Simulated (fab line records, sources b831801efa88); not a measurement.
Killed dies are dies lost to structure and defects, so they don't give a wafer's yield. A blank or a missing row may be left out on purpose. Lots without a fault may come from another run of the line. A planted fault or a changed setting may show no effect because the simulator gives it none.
Chamber matching | flow sky130 | SKY_VIA2_ETCH_14 on rie_diel-04: 4 sister chambers
The step etches BARC in N2/H2, stops on SiO2, time 45.9 s, target depth 60 nm. 8 wafers are shown with their chamber, then 9 later ones without.

WAFERS WITH THEIR CHAMBER
wafer  | chamber | drypump_motor_current_A (A) | oes_product_au (a.u.)
L082.4 | 0       | 6.2                         | 0.857
L084.1 | 0       | 6.1                         | 0.855
L084.3 | 1       | 6.7                         | 0.857
L086.1 | 1       | 6.7                         | 0.842
L086.6 | 3       | 6.1                         | 0.860
L087.4 | 2       | 6.1                         | 0.845
L087.5 | 2       | 6.1                         | 0.863
L087.6 | 3       | 6.1                         | 0.869

WAFERS WITHOUT THEIR CHAMBER
wafer  | drypump_motor_current_A (A) | oes_product_au (a.u.)
L088.3 | 6.7                         | 0.853
L088.5 | 6.7                         | 0.855
L088.6 | 6.1                         | 0.858
L089.2 | 6.1                         | 0.859
L089.3 | 6.2                         | 0.845
L089.5 | 6.1                         | 0.855
L094.1 | 6.7                         | 0.850
L094.2 | 6.1                         | 0.851
L094.4 | 6.7                         | 0.848

WHICH CHAMBER EACH WENT THROUGH
wafer  | from the rows above          | in truth
L088.3 | 1                            | 1
L088.5 | 1                            | 1
L088.6 | can't be placed: 2 or 3 or 0 | 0
L089.2 | can't be placed: 2 or 3 or 0 | 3
L089.3 | can't be placed: 0 or 2 or 3 | 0
L089.5 | can't be placed: 2 or 3 or 0 | 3
L094.1 | 1                            | 1
L094.2 | can't be placed: 2 or 3 or 0 | 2
L094.4 | 1                            | 1
Placed correctly: 4 of 9. Can't be placed from these rows: 5 (the true chamber is among the candidates in 5). Placed wrongly: 0.
How it was worked out, from the rows above alone: a wafer's distance from a chamber is the root of the sum, over the readings, of the square of ((its reading less the chamber's mean) divided by the reading's scatter). The wafer belongs to the nearest chamber; if the next one is less than 2 further off, it can't be placed. A chamber's mean is the mean of its shown wafers. The scatter: the root of (the sum of the squares of (reading less its chamber's mean) over the shown wafers, divided by (wafers less chambers)).
